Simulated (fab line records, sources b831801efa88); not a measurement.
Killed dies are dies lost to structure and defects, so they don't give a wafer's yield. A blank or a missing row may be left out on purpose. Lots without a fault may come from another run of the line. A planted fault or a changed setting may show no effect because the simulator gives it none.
Which tool did it? | flow gf180mcu | 13 lots, 39 wafers sampled, at 4 steps of a route of 602

WHAT THE GAUGES READ, wafer by wafer
GF_V2_RS_MEAS_24: measures by four-point-probe.
lot  | measured     | on            | V2_W_RS (ohm/sq)
L127 | day 20 07:33 | film_metro-01 | 0.326 0.324 0.326
L128 | day 21 00:25 | film_metro-03 | 0.328 0.331 0.327
L129 | day 21 16:43 | film_metro-03 | 0.322 0.317 0.320
L130 | day 21 17:04 | film_metro-03 | 0.328 0.328 0.328
L131 | day 22 11:03 | film_metro-01 | 0.331 0.338 0.336
L134 | day 23 11:20 | film_metro-04 | 0.331 0.332 0.330
L135 | day 23 13:37 | film_metro-03 | 0.323 0.329 0.325
L136 | day 23 17:01 | film_metro-01 | 0.328 0.325 0.325
L137 | day 23 23:53 | film_metro-01 | 0.328 0.324 0.324
L138 | day 24 10:43 | film_metro-01 | 0.325 0.328 0.325
L140 | day 24 23:13 | film_metro-01 | 0.328 0.326 0.326
L141 | day 25 10:54 | film_metro-03 | 0.331 0.335 0.335
L142 | day 25 14:37 | film_metro-04 | 0.317 0.320 0.321

GF_V3_RS_MEAS_24: measures by four-point-probe.
lot  | measured     | on            | V3_W_RS (ohm/sq)
L127 | day 22 10:49 | film_metro-03 | 0.329 0.331 0.332
L128 | day 23 01:13 | film_metro-04 | 0.322 0.324 0.324
L129 | day 23 17:45 | film_metro-02 | 0.332 0.327 0.329
L130 | day 23 18:19 | film_metro-04 | 0.328 0.326 0.323
L131 | day 24 11:19 | film_metro-04 | 0.327 0.322 0.326
L134 | day 25 10:08 | film_metro-03 | 0.328 0.327 0.323
L135 | day 25 13:01 | film_metro-03 | 0.332 0.327 0.330
L136 | day 25 16:04 | film_metro-03 | 0.325 0.324 0.329
L137 | day 25 22:01 | film_metro-04 | 0.326 0.326 0.334
L138 | day 26 08:11 | film_metro-04 | 0.328 0.325 0.330
L140 | day 26 20:54 | film_metro-02 | 0.325 0.324 0.327
L141 | day 27 07:31 | film_metro-04 | 0.326 0.326 0.322
L142 | day 27 11:31 | film_metro-04 | 0.331 0.328 0.330

WHICH TOOL RAN EACH LOT (tool, then ch and the chambers of the sampled wafers, then the start)
lot  | GF_V3_ETCH_17                      | GF_V3_CVD_23
L127 | rie_diel-03 ch 0,3, day 22 09:00   | cvd_w-02 ch 0,1, day 22 10:41
L128 | rie_diel-04 ch 0,3, day 23 00:00   | cvd_w-01 ch 0,1, day 23 01:05
L129 | rie_diel-03 ch 0,1,2, day 23 16:00 | cvd_w-02 ch 0,1, day 23 17:38
L130 | rie_diel-03 ch 0,2,3, day 23 17:00 | cvd_w-01 ch 0,1, day 23 18:12
L131 | rie_diel-02 ch 0,1,2, day 24 10:00 | cvd_w-01 ch 0,1, day 24 11:11
L134 | rie_diel-03 ch 1,2, day 25 09:00   | cvd_w-02 ch 1, day 25 09:54
L135 | rie_diel-03 ch 1,2, day 25 12:00   | cvd_w-02 ch 1, day 25 12:50
L136 | rie_diel-04 ch 0,2,3, day 25 15:00 | cvd_w-01 ch 0,1, day 25 15:58
L137 | rie_diel-04 ch 0,1,2, day 25 21:00 | cvd_w-02 ch 0,1, day 25 21:55
L138 | rie_diel-02 ch 0,2,3, day 26 07:00 | cvd_w-01 ch 0,1, day 26 08:04
L140 | rie_diel-04 ch 0,2, day 26 20:00   | cvd_w-01 ch 0,1, day 26 20:47
L141 | rie_diel-04 ch 0,3, day 27 06:00   | cvd_w-01 ch 0,1, day 27 07:23
L142 | rie_diel-04 ch 0,2,3, day 27 10:00 | cvd_w-01 ch 0,1, day 27 11:25
- GF_V3_ETCH_17: etches SiO2 in C4F8/O2/Ar, stops on TiN, target depth 635 nm.
- GF_V3_CVD_23: deposits W, target thk 350 nm, time 104.9 s.

WHAT THE TOOLS THEMSELVES READ (means of the sampled wafers that have a number; where no wafer has one, the mark that the record gives instead)
GF_V3_ETCH_17.
lot  | tool        | bias_w (W) | chamber_pressure_mTorr (mTorr) | oes_product_au (a.u.)
L127 | rie_diel-03 | 1203       | 39.95                          | 0.850
L128 | rie_diel-04 | 1202       | 39.98                          | 0.855
L129 | rie_diel-03 | 1204       | 40.05                          | 0.857
L130 | rie_diel-03 | 1199       | 39.96                          | 0.854
L131 | rie_diel-02 | 1202       | 39.97                          | 0.861
L134 | rie_diel-03 | 1201       | 39.98                          | 0.856
L135 | rie_diel-03 | 1199       | 39.97                          | 0.858
L136 | rie_diel-04 | 1202       | 40.02                          | 0.856
L137 | rie_diel-04 | 1200       | 39.98                          | 0.856
L138 | rie_diel-02 | 1199       | 40.02                          | 0.855
L140 | rie_diel-04 | 1200       | 40.02                          | 0.856
L141 | rie_diel-04 | 1239       | 40.01                          | 0.857
L142 | rie_diel-04 | 1237       | 39.97                          | 0.853

GF_V3_CVD_23.
lot  | tool     | heater_power_w (W)
L127 | cvd_w-02 | 926
L128 | cvd_w-01 | 969
L129 | cvd_w-02 | 875
L130 | cvd_w-01 | 962
L131 | cvd_w-01 | 873
L134 | cvd_w-02 | 955
L135 | cvd_w-02 | 964
L136 | cvd_w-01 | 878
L137 | cvd_w-02 | 878
L138 | cvd_w-01 | 978
L140 | cvd_w-01 | 981
L141 | cvd_w-01 | 975
L142 | cvd_w-01 | 902

THE ANSWER, worked out from the rows above alone
Rule: what is usual is taken from the lots themselves. Put in order of their means at a reading, lots are off if they are a third of the lots or fewer, leave a main group of 4 or more, and stand apart from it by a gap of 3 or more times the standard deviation of the main group's means; of several such gaps the widest counts. A main group whose means are all the same, to the digits that the tables above print for the reading, isn't used. A lot without any number at a reading at which 4 lots or more have one is off too. The other lots that the step has rows for count as sound. The gauges are gone through in route order, then the tools' own readings, and for those a lot's mean is taken as printed above. The first step at which some lot is off is used, and at that step the reading that is off furthest; a lot without a number counts as furthest.
Off: L141, L142, at GF_V3_ETCH_17 (bias_w). The main group: mean 1201 W, standard deviation 1.7.
A tool fits if, at that step or a process step before it, it ran every lot that is off, and no sound lot after the first of them. One fits: rie_diel-04 at GF_V3_ETCH_17. Its last sound lot is L140 (day 26 20:00), its first lot that is off L141 (day 27 06:00): a fault that began between those two fits.
The tool's own readings at GF_V3_ETCH_17 bear it out: on the lots that are off they differ by more than 5 times the standard deviation of the sound lots' means. bias_w reads 1238 W there against 1201 W on the sound lots.

WHAT THE SIMULATOR HAD PUT IN
Process parameter drift: rie_diel-04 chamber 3, from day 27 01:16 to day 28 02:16, at GF_V3_ETCH_17. Setting bias_w, moved by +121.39, from 1200. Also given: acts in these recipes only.
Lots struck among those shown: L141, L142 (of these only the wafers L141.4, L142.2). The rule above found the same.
